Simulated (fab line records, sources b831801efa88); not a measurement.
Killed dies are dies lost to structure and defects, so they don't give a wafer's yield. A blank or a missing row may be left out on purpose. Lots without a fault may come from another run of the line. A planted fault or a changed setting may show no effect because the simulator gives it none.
A struck lot beside a sound one | flow sky130 | 28 steps out of a route of 708
Sound: wafers L761.2, L761.4, L761.5. Struck: wafers L776.2, L776.3, L776.5. The cause comes at the end.
At each step with rows: each side's tool, then ch and its chambers, then its first start. Under that, the readings that differ: sound wafers | struck wafers | difference of the means | sigmas: that difference in standard deviations of wafers without a fault.
alike: readings whose means differ by less than 2 such deviations, and words and numbers that are the same on both sides. not compared: withheld readings, readings that some wafer has no value for, bounds like >300 that may hide the same value, and numbers for which the record gives no deviation and whose values overlap.
The two part at a step that has a row with sigmas, a row that says differs or no value, or rows on one side only. Numbers that don't overlap but have no deviation are shown without sigmas and don't part them. A reading that every wafer of one side lacks parts them only if that side has two wafers or more.

first, 5 steps without rows for these wafers: SKY_SONOS_ONO_COAT_08 (resist thk 1140 nm); SKY_SONOS_ONO_SOFTBAKE_09 (time 60 s); SKY_SONOS_ONO_EXPOSE_10 (exposes mask ONOM, target cd 410 nm); SKY_SONOS_ONO_PEB_11; SKY_SONOS_ONO_DEVELOP_12 (develop time 60 s).
SKY_SONOS_ONO_CD_MEAS_13: target cd 410 nm.
  sound on cd_sem-01, day 12 20:43; struck on cd_sem-01, day 17 17:49
  alike: cd_nm
SKY_SONOS_ONO_OVL_MEAS_14:
  sound on overlay-01, day 12 20:49; struck on overlay-01, day 17 17:55
  alike: SONOS_ONO_OVL
SKY_SONOS_ONO_ETCH_15: etches the open film in CHF3/O2, target depth 19.52 nm, time 8.101 s.
  sound on rie_diel-01 ch 1,2, day 12 20:50; struck on rie_diel-02 ch 2,3, day 17 17:56
  alike: O2_flow_sccm, drypump_motor_current_A, oes_product_au, throttle_valve_pct
  not compared: rf_hours_counter_h
then, 1 step without rows for these wafers: SKY_SONOS_ONO_WET_ETCH_16 (etches SiO2 in dHF, target depth 14 nm, time 280 s).
SKY_SONOS_ONO_STRIP_17: strips in O2/N2.
  sound on plasma_asher-03 ch 0,1, day 12 20:57; struck on plasma_asher-01 ch 0,1, day 17 18:04
  alike: drypump_motor_current_A, oes_product_au, strip_time_to_endpoint_s
  not compared: rf_hours_counter_h
then, 2 steps without rows for these wafers: SKY_SONOS_ONO_WET_ETCH_18 (etches Si3N4 in H3PO4, target depth 15 nm, time 172 s); SKY_GATE_OXIDE_CLEAN_00 (cleans in SC1/SC2, time 150 s).
SKY_GATE_OXIDE_OXIDATION_01: stabilise 600 s, purge 300 s, target thk 10.268 nm.
  sound on furnace-02 ch 0, day 12 21:10; struck on furnace-01 ch 0, day 17 19:06
  reading                                           | sound             | struck          | difference | sigmas
  model.SiO2_of_GATE_OXIDE_OXIDATION_01.thk_nm (nm) | 10.55 10.63 10.43 | 9.2 9.338 9.289 | -1.3       |
  alike: spike_tc_centre_C, zone_power_centre_pct
SKY_GATE_OXIDE_THK_MEAS_02:
  sound on film_metro-04, day 12 22:35; struck on film_metro-02, day 17 20:44
  reading                          | sound             | struck         | difference | sigmas
  GATE_OXIDE_OXIDATION_00_THK (nm) | 10.49 10.68 10.43 | 9.21 9.34 9.26 | -1.26      | -7
  not compared: hold
then, 6 steps without rows for these wafers: SKY_GATE_OXIDE_HMDS_04 (prime time 60 s); SKY_GATE_OXIDE_COAT_05 (resist thk 1140 nm); SKY_GATE_OXIDE_SOFTBAKE_06 (time 58.68 s); SKY_GATE_OXIDE_EXPOSE_07 (exposes mask LVOM, target cd 600 nm); SKY_GATE_OXIDE_PEB_08; SKY_GATE_OXIDE_DEVELOP_09 (develop time 60 s).
SKY_GATE_OXIDE_OVL_MEAS_10:
  sound on overlay-01, day 13 23:14; struck on overlay-01, day 19 01:53
  alike: GATE_OXIDE_OVL
then, 2 steps without rows for these wafers: SKY_GATE_OXIDE_IMPLANT_11; SKY_GATE_OXIDE_WET_ETCH_12 (etches SiO2 in dHF, target depth 16.8 nm, time 336 s).
SKY_GATE_OXIDE_STRIP_13: strips in O2/N2.
  sound on plasma_asher-04 ch 0,1, day 13 23:31; struck on plasma_asher-01 ch 0,1, day 19 02:10
  alike: drypump_motor_current_A, oes_product_au, strip_time_to_endpoint_s
  not compared: rf_hours_counter_h
SKY_GATE_OXIDE_TW_MEAS_14:
  sound on film_metro-02, day 13 23:38; struck on film_metro-01, day 19 02:31
  alike: GATE_OXIDE_TW
  not compared: hold
SKY_GATE_OXIDE_OXIDATION_16: stabilise 600 s, purge 300 s, target thk 3.57 nm.
  sound on furnace-01 ch 0, day 14 02:05; struck on furnace-01 ch 0, day 19 05:23
  reading                                           | sound             | struck           | difference | sigmas
  model.SiO2_of_GATE_OXIDE_OXIDATION_01.thk_nm (nm) | 11.88 11.96 11.76 | 10.65 10.76 10.7 | -1.16      |
  alike: spike_tc_centre_C, zone_power_centre_pct
then, 1 step without rows for these wafers: SKY_POLY_GATE_CVD_00 (deposits poly-Si, target thk 180 nm, time 720 s).
-- the record jumps here: 30 days lie between the struck wafers' starts before and after (it left off in module POLY_GATE and takes up again in module PAD_OPEN, whose first step shown is number 708 of the route) --
SKY_PAD_OPEN_PROBE_99:
  sound on prober-02, day 45 18:22; struck on prober-01, day 49 12:41
  reading                                | sound                         | struck                        | difference | sigmas
  model.etest.nfet_16v.r_on_ohm_um       | 1.456e+04 1.468e+04 1.449e+04 | 1.375e+04 1.382e+04 1.382e+04 | -7.800e+02 |
  model.etest.pfet_g5v0d10v5.r_on_ohm_um | 4805 4837 4737                | 4550 4602 4618                | -203       |
  model.etest.tip_sonos.rs_ohm_sq        | 2707 2700 2652                | 2433 2446 2423                | -252       |
  model.etest.nfet_g5v0d10v5.r_on_ohm_um | 1931 1921 1929                | 1812 1854 1829                | -95        |
  model.etest.nfet_g5v0d10v5.drive_ua_um | 590.2 581.7 592.5             | 648.6 645 644.4               | +57.9      |
  model.etest.nfet_05v0_nvt.drive_ua_um  | 562.4 558.3 562.9             | 609.8 614 611.9               | +50.7      |
  model.etest.pfet_g5v0d10v5.drive_ua_um | 337.3 337.1 344               | 365.4 358.6 360.7             | +22.1      |
  model.etest.nfet_16v.drive_ua_um       | 212.7 209.6 214.3             | 238.7 236.8 236.8             | +25.2      |
  alike: killed_at_M0_to_M3, killed_at_M4_up, killed_at_contacts, killed_at_front_end, killed_at_other, killed_dies, killed_open, killed_short

WHERE THEY PART
Only at SKY_GATE_OXIDE_THK_MEAS_02, within this record. Later steps at which nothing parts them and some readings are alike: SKY_GATE_OXIDE_OVL_MEAS_10, SKY_GATE_OXIDE_STRIP_13, SKY_GATE_OXIDE_TW_MEAS_14, SKY_GATE_OXIDE_OXIDATION_16, SKY_PAD_OPEN_PROBE_99.

WHY: what the simulator had put in
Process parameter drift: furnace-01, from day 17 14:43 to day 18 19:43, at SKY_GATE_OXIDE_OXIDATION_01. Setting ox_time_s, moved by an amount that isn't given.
